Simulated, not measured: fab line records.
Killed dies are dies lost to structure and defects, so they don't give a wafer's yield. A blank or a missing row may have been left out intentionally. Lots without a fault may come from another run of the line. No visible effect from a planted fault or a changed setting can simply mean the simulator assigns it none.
The tool behind it: which one? -- flow sky130 -- 12 lots with 36 wafers sampled at 2 steps, on a route of 708 steps

WHAT EACH GAUGE READ, for each wafer
SKY_SPACER_THK_MEAS_01.
lot,measured,on,SPACER_CVD_00_THK (nm)
L075,day 23 18:23,film_metro-04,43.8 43.8 44.1
L077,day 24 19:47,film_metro-03,42.9 42.6 42.7
L079,day 25 09:25,film_metro-03,43.4 43.5 43.6
L081,day 25 21:19,film_metro-01,42.3 42.2 42.3
L083,day 26 20:23,film_metro-04,43.4 42.9 43.1
L085,day 27 06:49,film_metro-04,42.4 42.8 43.2
L087,day 27 11:11,film_metro-01,43.2 43.1 43.2
L089,day 28 02:59,film_metro-01,42.9 43.2 43.3
L091,day 28 16:31,film_metro-01,43.3 43.2 43.4
L093,day 29 08:37,film_metro-01,43.0 43.0 43.1
L095,day 30 05:32,film_metro-01,42.1 42.2 42.2
L097,day 30 15:46,film_metro-01,43.1 43.2 42.4

WHAT TOOL EACH LOT RAN ON (gives the tool, then ch and the chambers of the sampled wafers, and finally the start)
lot,SKY_VT_ADJUST_HVTR_STRIP_10
L075,"plasma_asher-01 ch 1, day 9 20:41"
L077,"plasma_asher-01 ch 0,1, day 10 17:27"
L079,"plasma_asher-02 ch 0,1, day 11 03:53"
L081,"plasma_asher-02 ch 0,1, day 11 17:17"
L083,"plasma_asher-03 ch 0,1, day 12 13:10"
L085,"plasma_asher-03 ch 0,1, day 12 20:02"
L087,"plasma_asher-02 ch 0,1, day 13 10:08"
L089,"plasma_asher-01 ch 0,1, day 14 00:40"
L091,"plasma_asher-02 ch 0,1, day 14 12:20"
L093,"plasma_asher-01 ch 0,1, day 15 03:25"
L095,"plasma_asher-01 ch 0,1, day 15 19:14"
L097,"plasma_asher-01 ch 0,1, day 16 04:49"
- SKY_VT_ADJUST_HVTR_STRIP_10: strips in O2/N2.

THE ANSWER, worked out from the rows above alone
Rule: the lots themselves supply what counts as usual. The widest of any qualifying gaps counts: lots, ordered by their means at a reading, are off when they make up no more than a third of the lots, leave a main group of 4 or more, and stand apart from it by 3 or more times the standard deviation of that group's means. A main group whose means are all the same, to the digits that the tables above print for the reading, isn't used. Also off: a lot with no number at a reading for which 4 or more lots have one. Any other lot the step has rows for is counted as sound.
No lot is off at any reading shown: from this, nothing can be told.

WHAT THE SIMULATOR HAD INSERTED
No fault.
